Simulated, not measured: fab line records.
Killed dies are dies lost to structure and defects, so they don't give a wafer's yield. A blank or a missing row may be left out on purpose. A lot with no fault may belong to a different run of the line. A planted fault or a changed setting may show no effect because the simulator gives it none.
Which tool was responsible? ; flow gf180mcu ; 33 wafers from 11 lots sampled at 6 of the route's 602 steps

## WHAT THE GAUGES READ, wafer by wafer
GF_V3_RS_MEAS_24: uses a four-point probe to measure.
lot;measured;on;V3_W_RS (ohm/sq)
L469;day 22 03:18;filmMetro-03;0.333 0.330 0.333
L472;day 23 04:44;filmMetro-01;0.333 0.333 0.332
L471;day 23 10:05;filmMetro-04;0.329 0.332 0.328
L473;day 23 13:26;filmMetro-01;0.332 0.321 0.335
L475;day 24 22:56;filmMetro-01;0.333 0.336 0.262
L476;day 25 00:10;filmMetro-04;0.262 0.335 0.337
L482;day 26 19:30;filmMetro-04;0.329 0.334 0.332
L487;day 28 09:14;filmMetro-04;0.334 0.333 0.333
L488;day 28 13:28;filmMetro-03;0.330 0.336 0.335
L491;day 29 17:12;filmMetro-04;0.326 0.335 0.331
L492;day 29 19:57;filmMetro-04;0.332 0.328 0.334

GF_V3_THK_MEAS_25: measures by xrf.
lot;measured;on;V3_W_THK (nm)
L469;day 22 03:25;filmMetro-03;342 348 343
L472;day 23 04:52;filmMetro-01;354 356 357
L471;day 23 10:13;filmMetro-04;350 346 351
L473;day 23 13:32;filmMetro-01;353 368 350
L475;day 24 23:03;filmMetro-01;357 351 454
L476;day 25 00:16;filmMetro-04;442 346 344
L482;day 26 19:37;filmMetro-04;350 344 346
L487;day 28 09:21;filmMetro-04;345 348 346
L488;day 28 13:34;filmMetro-03;348 340 344
L491;day 29 17:19;filmMetro-04;355 345 350
L492;day 29 20:03;filmMetro-04;349 352 346

GF_M4_THK_MEAS_06: measures by xrf.
lot;measured;on;M4_ALCU_THK (nm)
L469;day 22 04:07;filmMetro-03;462 455 458
L472;day 23 05:34;filmMetro-03;446 442 442
L471;day 23 10:56;filmMetro-03;451 452 450
L473;day 23 14:14;filmMetro-03;447 453 450
L475;day 24 23:46;filmMetro-04;451 445 447
L476;day 25 01:01;filmMetro-04;442 438 445
L482;day 26 20:19;filmMetro-04;445 444 444
L487;day 28 10:03;filmMetro-03;442 446 445
L488;day 28 14:16;filmMetro-03;452 447 452
L491;day 29 18:01;filmMetro-04;440 439 440
L492;day 29 20:46;filmMetro-02;447 456 453

## WHAT TOOL EACH LOT RAN ON (gives the tool, then ch and the chambers of the sampled wafers, and finally the start)
lot;GF_V2_CVD_23;GF_V3_CVD_23;GF_V3_CMP_26
L469;cvdW-02 ch 0,1, day 20 00:22;cvdW-01 ch 0,1, day 22 03:11;cmp-01 ch 2,3, day 22 03:29
L472;cvdW-01 ch 0,1, day 21 02:46;cvdW-01 ch 0,1, day 23 04:38;cmp-02 ch 0,1,2, day 23 04:55
L471;cvdW-02 ch 0,1, day 21 08:47;cvdW-01 ch 1, day 23 09:52;cmp-02 ch 1,3, day 23 10:19
L473;cvdW-01 ch 0,1, day 21 11:28;cvdW-02 ch 0,1, day 23 13:19;cmp-01 ch 1,3, day 23 13:37
L475;cvdW-01 ch 0,1, day 22 23:13;cvdW-01 ch 0,1, day 24 22:49;cmp-01 ch 0,2, day 24 23:06
L476;cvdW-02 ch 0,1, day 23 00:25;cvdW-01 ch 0,1, day 25 00:04;cmp-01 ch 0,1, day 25 00:24
L482;cvdW-02 ch 0,1, day 24 22:07;cvdW-02 ch 1, day 26 19:23;cmp-02 ch 0,1,3, day 26 19:47
L487;cvdW-02 ch 0,1, day 26 13:07;cvdW-01 ch 0,1, day 28 09:07;cmp-01 ch 0,2, day 28 09:27
L488;cvdW-01 ch 0,1, day 26 17:44;cvdW-01 ch 0,1, day 28 13:21;cmp-01 ch 1,3, day 28 13:39
L491;cvdW-02 ch 1, day 27 23:07;cvdW-02 ch 0,1, day 29 17:04;cmp-01 ch 0,3, day 29 17:25
L492;cvdW-01 ch 0,1, day 28 02:08;cvdW-01 ch 0,1, day 29 19:50;cmp-01 ch 0,1,2, day 29 20:08
- GF_V2_CVD_23: deposits W, target thk 350 nm, time 104.94 s.
- GF_V3_CVD_23: deposits W, target thk 350 nm, time 104.9 s.
- GF_V3_CMP_26: polishes, stops on SiO2, t overpolish 15 s, target thk 0 nm.

## WHAT THE TOOLS THEMSELVES READ (means of the sampled wafers that have a number; where no wafer has one, the mark that the record gives instead)
GF_V2_CVD_23.
lot;tool;heaterPowerW (W);susceptorTempC (C)
L469;cvdW-02;923;399.93
L472;cvdW-01;901;400.02
L471;cvdW-02;919;400.18
L473;cvdW-01;925;400.15
L475;cvdW-01;901;399.80
L476;cvdW-02;912;400.08
L482;cvdW-02;934;399.92
L487;cvdW-02;911;399.99
L488;cvdW-01;927;400.00
L491;cvdW-02;921;399.92
L492;cvdW-01;939;400.05

GF_V3_CVD_23.
lot;tool;heaterPowerW (W);susceptorTempC (C)
L469;cvdW-01;933;400.07
L472;cvdW-01;932;399.87
L471;cvdW-01;872;399.91
L473;cvdW-02;921;400.06
L475;cvdW-01;952;404.18
L476;cvdW-01;950;404.25
L482;cvdW-02;941;399.94
L487;cvdW-01;948;399.98
L488;cvdW-01;958;400.02
L491;cvdW-02;936;399.79
L492;cvdW-01;924;399.92

GF_V3_CMP_26.
lot;tool;motorCurrentA (A);timeToEndpointS (s)
L469;cmp-01;12.1;77
L472;cmp-02;11.5;81
L471;cmp-02;10.7;82
L473;cmp-01;10.9;82
L475;cmp-01;11.6;83
L476;cmp-01;10.9;88
L482;cmp-02;10.8;81
L487;cmp-01;11.7;79
L488;cmp-01;10.9;85
L491;cmp-01;12.3;83
L492;cmp-01;10.8;84

## THE ANSWER, worked out from the rows above alone
Rule: what is usual is taken from the lots themselves. The widest of any qualifying gaps counts: lots, ordered by their means at a reading, are off when they make up no more than a third of the lots, leave a main group of 4 or more, and stand apart from it by 3 or more times the standard deviation of that group's means. Not used: any main group whose means are identical at the precision the tables above print for the reading. Also off: a lot with no number at a reading for which 4 or more lots have one. Where the step has rows for the other lots, those lots are counted as sound. After the gauges, taken in route order, come the tools' own readings; for these a lot's mean is taken, as printed above. At the first step where some lot is off, the reading lying furthest off is the one used; lots without a number count as furthest.
Off: L475, L476, at GF_V3_RS_MEAS_24 (V3_W_RS). The main group: mean 0.332 ohm/sq, standard deviation 0.0014.
A tool fits if, at a process step before that reading, it ran every lot that is off, and no sound lot after the first of them. The gauges at GF_V3_RS_MEAS_24 aren't tried: what is off there is off at GF_V3_CVD_23 too, on other tools, and a gauge's error can't cause that. No candidate that was tried fits.

## WHAT HAD BEEN PUT IN BY THE SIMULATOR
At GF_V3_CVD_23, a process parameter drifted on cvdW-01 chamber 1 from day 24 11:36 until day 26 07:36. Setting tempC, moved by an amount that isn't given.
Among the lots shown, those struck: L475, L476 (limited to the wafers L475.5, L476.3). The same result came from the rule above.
